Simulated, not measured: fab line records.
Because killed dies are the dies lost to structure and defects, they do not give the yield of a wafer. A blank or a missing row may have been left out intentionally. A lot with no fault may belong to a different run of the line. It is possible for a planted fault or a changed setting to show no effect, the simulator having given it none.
fab line records	flow gf180mcu
record: lots: 14	wafers: 42	last_day: 34
route steps=602 shown SAB@274 SALICIDE@284 CONTACT@289
lots with no fault: from the same line, run without faults
start_h: the number of hours between the record's first day and the start of the first shown wafer of the lot	wait_h: hours since the lot's step before	" same as the row above	L1.1+2: several wafers, shown together as one row	- value missing, or start not given	* or withheld: withheld	< > ~ a bound
route shown NAME@n: names a module that has steps shown in the file, with the first one's number in the route	usual: mean/standard deviation taken from wafers without a fault	same: alike in all rows	chamber/n: place in a boat	sites: per-site readings	_std_site: the values' standard deviation	_edge_site: inner sites' mean taken away from outer sites' mean	radius_mm: for every site, how far away it sits from the centre of the wafer	mask NAME#n: copy n	behind: tool/chamber where the wafer was last shaped	hold: why the lot was held/for how many hours/how that ended	device: names the non-switching transistor (n, p or np)	end of line: tests run on the same wafers once the route is complete	a step with no rows: only its recipe	killed: at the first sort, the dies lost to defects and structure; wafer yield is something else	map: the dies of a wafer, with x for killed, . for not killed, _ for no die there
set.NAME: the setting the step ran with; set.NAME@STEP: the setting that earlier step ran with	model.NAME: the simulator's own value behind a step, which no gauge read
the route's steps for a sample of lots (tables are steps, rows are wafers)
services: from which hour (start_h, from the record's first day; less than 0 if before it) a tool's chamber was out of use, for how many hours, and why
== steps ==
step: GF_SAB_OVL_MEAS_10
usual: SAB_OVL: 0.0/1.6
lot.wafer	tool	chamber	start_h	wait_h	SAB_OVL[nm]
L974.3	overlay-02	-	349.20	0.1	-0.7
L974.4	"	-	"	"	0.0
L974.6	"	-	"	"	1.1
L975.1	overlay-01	-	355.38	0.1	-1.2
L975.4	"	-	"	"	-2.3
L975.5	"	-	"	"	0.6
L976.2	overlay-02	-	362.97	0.1	-2.4
L976.3	"	-	"	"	-3.6
L976.5	"	-	"	"	-1.6
L977.2	overlay-02	-	368.84	0.1	0.3
L977.4	"	-	"	"	2.9
L977.5	"	-	"	"	1.3
L979.2	overlay-01	-	387.64	0.1	0.0
L979.5	"	-	"	"	-2.1
L979.6	"	-	"	"	-0.3
L980.3	overlay-01	-	397.44	0.1	0.4
L980.4	"	-	"	"	3.4
L980.6	"	-	"	"	2.3
L981.2	overlay-01	-	402.64	0.1	-1.4
L981.4	"	-	"	"	-1.6
L981.5	"	-	"	"	-0.5
L982.1	overlay-02	-	415.71	0.1	0.6
L982.2	"	-	"	"	-0.6
L982.4	"	-	"	"	0.5
L984.3	overlay-02	-	432.25	0.1	1.4
L984.4	"	-	"	"	0.5
L984.6	"	-	"	"	1.0
L986.2	overlay-01	-	453.44	0.1	1.0
L986.5	"	-	"	"	-2.0
L986.6	"	-	"	"	-0.7
L987.4	overlay-02	-	464.46	0.1	1.9
L987.5	"	-	"	"	0.9
L987.6	"	-	"	"	0.7
L990.1	overlay-02	-	484.58	0.1	-0.5
L990.2	"	-	"	"	-1.3
L990.5	"	-	"	"	-1.2
L994.2	overlay-01	-	528.92	0.1	-0.7
L994.4	"	-	"	"	-1.3
L994.5	"	-	"	"	0.9
L996.2	overlay-02	-	533.74	0.1	-0.6
L996.3	"	-	"	"	-0.8
L996.6	"	-	"	"	-1.7
step: GF_SALICIDE_RTA_06
recipe: temp_c: 530	time_s: 30	ambient: N2
usual: lamp_power_pct: 6.7/0.54	wafer_temp_C_max: 532.6/0.94
same: time_s: 30
lot.wafer	tool	chamber	start_h	wait_h	lamp_power_pct	wafer_temp_C_max
L974.3	rtp_anneal-02	0	349.85	0.1	7.3	531.9
L974.4	"	0	"	"	7.3	531.4
L974.6	"	0	"	"	7.3	531.9
L975.1	rtp_anneal-01	0	355.99	0.1	6.3	532.6
L975.4	"	0	"	"	6.2	534.1
L975.5	"	0	"	"	6.3	533.6
L976.2	rtp_anneal-02	0	363.59	0.1	7.3	531.3
L976.3	"	0	"	"	7.3	530.9
L976.5	"	0	"	"	7.3	531.4
L977.2	rtp_anneal-02	0	369.46	0.1	7.3	531.6
L977.4	"	0	"	"	7.3	531.6
L977.5	"	0	"	"	7.3	532.2
L979.2	rtp_anneal-02	0	388.26	0.1	7.3	531.7
L979.5	"	0	"	"	7.3	531.8
L979.6	"	0	"	"	7.3	532.0
L980.3	rtp_anneal-01	0	398.07	0.1	6.3	532.1
L980.4	"	0	"	"	6.2	532.9
L980.6	"	0	"	"	6.3	533.1
L981.2	rtp_anneal-01	0	403.30	0.1	6.2	533.6
L981.4	"	0	"	"	6.3	533.5
L981.5	"	0	"	"	6.2	533.3
L982.1	rtp_anneal-01	0	416.32	0.1	6.2	533.0
L982.2	"	0	"	"	6.2	533.5
L982.4	"	0	"	"	6.2	533.8
L984.3	rtp_anneal-01	0	432.88	0.1	6.2	532.8
L984.4	"	0	"	"	6.2	533.4
L984.6	"	0	"	"	6.2	533.4
L986.2	rtp_anneal-02	0	454.06	0.1	7.3	531.4
L986.5	"	0	"	"	7.3	531.8
L986.6	"	0	"	"	7.3	531.6
L987.4	rtp_anneal-01	0	465.10	0.1	6.2	532.2
L987.5	"	0	"	"	6.2	533.4
L987.6	"	0	"	"	6.2	533.8
L990.1	rtp_anneal-01	0	485.20	0.1	6.2	533.6
L990.2	"	0	"	"	6.2	532.7
L990.5	"	0	"	"	6.2	534.5
L994.2	rtp_anneal-02	0	529.54	0.1	7.3	532.0
L994.4	"	0	"	"	7.3	531.9
L994.5	"	0	"	"	7.3	531.4
L996.2	rtp_anneal-01	0	534.37	0.1	6.2	533.0
L996.3	"	0	"	"	6.2	533.9
L996.6	"	0	"	"	6.2	534.5
step: GF_SALICIDE_RTA_08
recipe: temp_c: 800	time_s: 30	ambient: N2
usual: lamp_power_pct: 19.1/1.5	wafer_temp_C_max: 803.6/1.5
same: time_s: 30
lot.wafer	tool	chamber	start_h	wait_h	lamp_power_pct	wafer_temp_C_max
L974.3	rtp_anneal-01	0	350.04	0.0	17.3	805.6
L974.4	"	0	"	"	17.3	803.9
L974.6	"	0	"	"	17.4	805.5
L975.1	rtp_anneal-02	0	356.19	0.0	20.3	804.1
L975.4	"	0	"	"	20.4	802.4
L975.5	"	0	"	"	20.4	803.3
L976.2	rtp_anneal-01	0	363.79	0.0	17.3	805.1
L976.3	"	0	"	"	17.3	803.5
L976.5	"	0	"	"	17.3	804.5
L977.2	rtp_anneal-01	0	369.66	0.0	17.3	804.4
L977.4	"	0	"	"	17.4	805.0
L977.5	"	0	"	"	17.3	805.5
L979.2	rtp_anneal-01	0	388.45	0.0	17.3	807.2
L979.5	"	0	"	"	17.3	805.0
L979.6	"	0	"	"	17.3	805.0
L980.3	rtp_anneal-02	0	398.26	0.0	20.4	803.5
L980.4	"	0	"	"	20.3	801.4
L980.6	"	0	"	"	20.3	802.4
L981.2	rtp_anneal-02	0	403.59	0.0	20.4	801.7
L981.4	"	0	"	"	20.4	803.0
L981.5	"	0	"	"	20.3	801.9
L982.1	rtp_anneal-02	0	416.51	0.0	20.4	801.7
L982.2	"	0	"	"	20.4	802.8
L982.4	"	0	"	"	20.4	801.5
L984.3	rtp_anneal-02	0	433.07	0.0	20.4	802.1
L984.4	"	0	"	"	20.4	802.3
L984.6	"	0	"	"	20.4	803.0
L986.2	rtp_anneal-01	0	454.25	0.0	17.4	806.3
L986.5	"	0	"	"	17.3	804.3
L986.6	"	0	"	"	17.3	805.0
L987.4	rtp_anneal-02	0	465.29	0.1	20.4	802.0
L987.5	"	0	"	"	20.3	802.4
L987.6	"	0	"	"	20.4	802.3
L990.1	rtp_anneal-02	0	485.40	0.0	20.4	802.3
L990.2	"	0	"	"	20.4	802.6
L990.5	"	0	"	"	20.4	802.6
L994.2	rtp_anneal-01	0	529.74	0.0	17.4	804.7
L994.4	"	0	"	"	17.3	804.8
L994.5	"	0	"	"	17.3	803.9
L996.2	rtp_anneal-02	0	534.56	0.0	20.4	802.9
L996.3	"	0	"	"	20.3	803.0
L996.6	"	0	"	"	20.4	802.8
step: GF_CONTACT_CVD_02
recipe: material: SiO2	target_thk_nm: 860	precursor: TEOS	temp_c: 400	time_s: 95.992	rf_w: 600
usual: heater_power_outer_w: 364/73	heater_power_w: 661/120
lot.wafer	tool	chamber	start_h	wait_h	heater_power_outer_w	heater_power_w
L974.3	pecvd-03	1	350.21	0.0	194	381
L974.4	"	0	"	"	300	514
L974.6	"	1	"	"	227	432
L975.1	pecvd-01	0	356.39	0.1	336	590
L975.4	"	2	"	"	442	781
L975.5	"	1	"	"	434	700
L976.2	pecvd-02	1	363.98	0.0	378	693
L976.3	"	2	"	"	372	726
L976.5	"	0	"	"	371	703
L977.2	pecvd-03	1	369.85	0.0	241	458
L977.4	"	2	"	"	407	748
L977.5	"	1	"	"	195	392
L979.2	pecvd-03	1	388.64	0.0	206	391
L979.5	"	2	"	"	312	615
L979.6	"	1	"	"	231	431
L980.3	pecvd-02	2	398.44	0.0	372	725
L980.4	"	0	"	"	380	707
L980.6	"	2	"	"	421	803
L981.2	pecvd-03	0	403.78	0.0	244	468
L981.4	"	1	"	"	275	487
L981.5	"	2	"	"	426	769
L982.1	pecvd-02	0	416.72	0.1	346	687
L982.2	"	1	"	"	477	818
L982.4	"	0	"	"	373	707
L984.3	pecvd-03	0	433.24	0.0	272	503
L984.4	"	2	"	"	430	777
L984.6	"	1	"	"	256	469
L986.2	pecvd-02	0	454.43	0.0	367	696
L986.5	"	2	"	"	447	856
L986.6	"	0	"	"	386	696
L987.4	pecvd-02	2	465.48	0.1	467	846
L987.5	"	1	"	"	363	658
L987.6	"	0	"	"	330	657
L990.1	pecvd-02	0	485.61	0.1	297	615
L990.2	"	2	"	"	450	851
L990.5	"	0	"	"	337	661
L994.2	pecvd-03	0	529.93	0.0	264	478
L994.4	"	1	"	"	192	381
L994.5	"	2	"	"	377	683
L996.2	pecvd-01	1	534.75	0.0	362	597
L996.3	"	2	"	"	423	792
L996.6	"	2	"	"	457	832
step: GF_CONTACT_THK_MEAS_03
recipe: reads: SiO2_of_CONTACT_CVD_02
usual: CONTACT_CVD_02_THK: 861/12
lot.wafer	tool	chamber	start_h	wait_h	hold	CONTACT_CVD_02_THK[nm]
L974.3	film_metro-02	-	350.30	0.1	-	861
L974.4	"	-	"	"	-	868
L974.6	"	-	"	"	-	883
L975.1	film_metro-02	-	356.46	0.0	-	851
L975.4	"	-	"	"	-	866
L975.5	"	-	"	"	-	854
L976.2	film_metro-02	-	364.06	0.0	-	850
L976.3	"	-	"	"	-	846
L976.5	"	-	"	"	-	856
L977.2	film_metro-02	-	369.96	0.1	-	844
L977.4	"	-	"	"	-	849
L977.5	"	-	"	"	-	861
L979.2	film_metro-04	-	388.72	0.0	-	841
L979.5	"	-	"	"	-	837
L979.6	"	-	"	"	-	844
L980.3	film_metro-04	-	398.53	0.1	-	848
L980.4	"	-	"	"	-	863
L980.6	"	-	"	"	-	858
L981.2	film_metro-04	-	403.86	0.0	-	842
L981.4	"	-	"	"	-	870
L981.5	"	-	"	"	-	863
L982.1	film_metro-02	-	416.79	0.0	-	867
L982.2	"	-	"	"	-	859
L982.4	"	-	"	"	-	879
L984.3	film_metro-02	-	433.33	0.1	-	857
L984.4	"	-	"	"	-	866
L984.6	"	-	"	"	-	862
L986.2	film_metro-01	-	454.51	0.0	-	864
L986.5	"	-	"	"	-	866
L986.6	"	-	"	"	-	878
L987.4	film_metro-04	-	465.55	0.0	await_dispo/0.2h/release	883
L987.5	"	-	"	"	await_dispo/0.2h/release	692
L987.6	"	-	"	"	await_dispo/0.2h/release	878
L987.4	film_metro-04	-	465.77	0.2	-	884
L987.5	"	-	"	"	-	692
L987.6	"	-	"	"	-	877
L990.1	film_metro-02	-	485.68	0.0	await_dispo/0.2h/release	875
L990.2	"	-	"	"	await_dispo/0.2h/release	681
L990.5	"	-	"	"	await_dispo/0.2h/release	693
L990.1	film_metro-02	-	485.90	0.2	-	875
L990.2	"	-	"	"	-	681
L990.5	"	-	"	"	-	692
L994.2	film_metro-01	-	530.01	0.0	-	848
L994.4	"	-	"	"	-	872
L994.5	"	-	"	"	-	863
L996.2	film_metro-02	-	534.83	0.0	-	848
L996.3	"	-	"	"	-	846
L996.6	"	-	"	"	-	850
step: GF_CONTACT_CMP_04
recipe: material: SiO2	down_force_psi: 4	platen_rpm: 60	pad_velocity_m_s: 0.94248
usual: motor_current_A: 12.0/1	slurry_filter_dp_kPa: 13.50/0.14	slurry_flow_ml_min: 150.0/0.5	time_to_endpoint_s: 108/8.7
lot.wafer	tool	chamber	start_h	wait_h	hold	motor_current_A	slurry_filter_dp_kPa	slurry_flow_ml_min	time_to_endpoint_s
L974.4	cmp-01	2	350.34	0.0	-	12.1	13.77	149.9	116
L974.3	"	3	"	"	-	9.5	13.37	150.4	99
L974.6	"	2	"	"	-	12.3	13.51	150.0	120
L975.4	cmp-01	0	356.62	0.1	-	12.9	13.07	150.5	113
L975.1	"	1	"	"	-	12.7	13.47	150.8	96
L975.5	"	3	"	"	-	10.1	13.27	149.5	100
L976.2	cmp-02	3	364.16	0.1	-	11.9	13.62	150.5	116
L976.3	"	1	"	"	-	12.4	13.71	150.3	96
L976.5	"	3	"	"	-	11.8	13.61	150.6	120
L977.2	cmp-01	0	370.01	0.0	-	13.8	13.63	150.1	103
L977.4	"	1	"	"	-	13.0	13.81	150.0	95
L977.5	"	1	"	"	-	11.8	13.27	149.1	102
L979.2	cmp-02	0	388.92	0.2	-	12.0	13.41	150.0	104
L979.5	"	1	"	"	-	11.7	13.39	149.2	100
L979.6	"	2	"	"	-	11.7	13.34	149.8	104
L980.3	cmp-01	0	398.62	0.1	-	12.5	13.60	150.0	107
L980.4	"	1	"	"	-	13.2	13.57	150.7	100
L980.6	"	3	"	"	-	9.6	13.39	149.3	102
L981.4	cmp-02	3	404.01	0.1	-	12.0	13.38	150.1	121
L981.2	"	0	"	"	-	12.6	13.66	150.1	101
L981.5	"	1	"	"	-	12.3	13.65	150.4	105
L982.4	cmp-01	0	416.90	0.1	-	13.3	13.53	149.9	114
L982.1	"	1	"	"	-	13.5	13.47	150.0	97
L982.2	"	2	"	"	-	13.0	13.63	149.6	106
L984.4	cmp-02	2	433.37	0.0	-	11.8	13.42	149.3	115
L984.3	"	1	"	"	-	11.4	13.42	149.5	110
L984.6	"	2	"	"	-	11.3	13.75	149.0	113
L986.2	cmp-02	3	454.61	0.1	-	12.1	13.56	150.1	122
L986.6	"	2	"	"	-	11.7	13.34	149.4	118
L986.5	"	3	"	"	-	12.0	13.58	149.4	125
L987.4	cmp-02	3	470.16	4.4	await_dispo/4.2h/release	11.7	13.68	149.9	133
L987.5	"	0	"	"	await_dispo/4.2h/release	12.8	13.41	150.5	52
L987.6	"	1	"	"	await_dispo/4.2h/release	12.4	13.54	149.3	117
L990.1	cmp-01	0	489.24	3.3	await_dispo/3.3h/release	13.3	13.77	150.6	113
L990.2	"	2	"	"	await_dispo/3.3h/release	11.9	13.61	149.6	44
L990.5	"	1	"	"	await_dispo/3.3h/release	12.6	13.52	149.5	37
L994.2	cmp-01	1	530.16	0.1	-	13.4	13.55	149.4	92
L994.4	"	2	"	"	-	11.5	13.29	149.1	114
L994.5	"	0	"	"	-	12.8	13.60	149.8	107
L996.3	cmp-01	3	534.93	0.1	-	10.1	13.54	150.3	94
L996.2	"	0	"	"	-	12.5	13.36	149.7	99
L996.6	"	2	"	"	-	12.0	13.61	150.2	104
== services ==
tool	chamber	start_h	hours	kind
rtp_anneal-02	-	351.16	4.9	pm
pecvd-03	0	354.20	19.3	repair
pecvd-03	1	356.24	7.4	repair
cmp-01	-	360.42	1.1	repair
cmp-01	-	362.25	2.6	repair
pecvd-03	-	373.98	1.7	repair
cmp-02	-	400.69	1.1	repair
cmp-01	-	404.00	4.0	pm
cmp-02	-	407.68	0.3	repair
cmp-01	-	408.00	-	consumable_replace:conditioner
cmp-01	-	408.00	-	consumable_replace:pad
pecvd-01	2	413.29	5.6	repair
cmp-01	-	428.04	1.6	repair
cmp-01	-	433.48	4.8	repair
pecvd-03	-	438.72	0.9	repair
cmp-01	-	442.36	1.7	repair
cmp-01	-	445.44	1.0	repair
cmp-01	-	460.29	1.8	repair
pecvd-02	-	465.53	1.6	repair
cmp-01	-	472.01	2.4	pm
cmp-02	-	493.09	2.4	repair
pecvd-02	2	512.14	3.5	repair
cmp-02	-	534.39	1.1	repair
== key ==
first_sign: step: GF_CONTACT_THK_MEAS_03	reading: visit	direction: added
effect: step: GF_CONTACT_THK_MEAS_03	reading: CONTACT_CVD_02_THK	direction: down	sigmas: 14	usual: 861	struck: 688
effect: step: GF_CONTACT_CMP_04	reading: time_to_endpoint_s	direction: down	sigmas: 7.3	usual: *	struck: *
met_at GF_CONTACT_CVD_02
struck_lots L987,L990
struck_wafers L987.5,L990.2,L990.5
sort_left_out L987.5,L990.2,L990.5
tester_left_out L987,L990
not_acting_at GF_SAB_OVL_MEAS_10,GF_SALICIDE_RTA_06,GF_SALICIDE_RTA_08
onset_between 454.43 465.48
fault: kind: process_parameter_drift	tool: pecvd-02	chamber: -	onset_h: 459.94	steps: GF_CONTACT_CVD_02	channel: target_thk_nm	offset: -189.1	shape: step	end_h: 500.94	scope: struck_wafers_only	acts_in: these_recipes_only	stated: 860
tester_left_out: of these lots the tester's yield and bins aren't shown, on N5 and GAA mostly nor the transistor test; their killed dies are dies lost to structure and defects alone, not to doping, threshold or leakage, so they don't give the yield
sort_left_out: the simulated sort isn't trusted on such a fault, so these wafers' sort isn't shown, and their yield isn't known
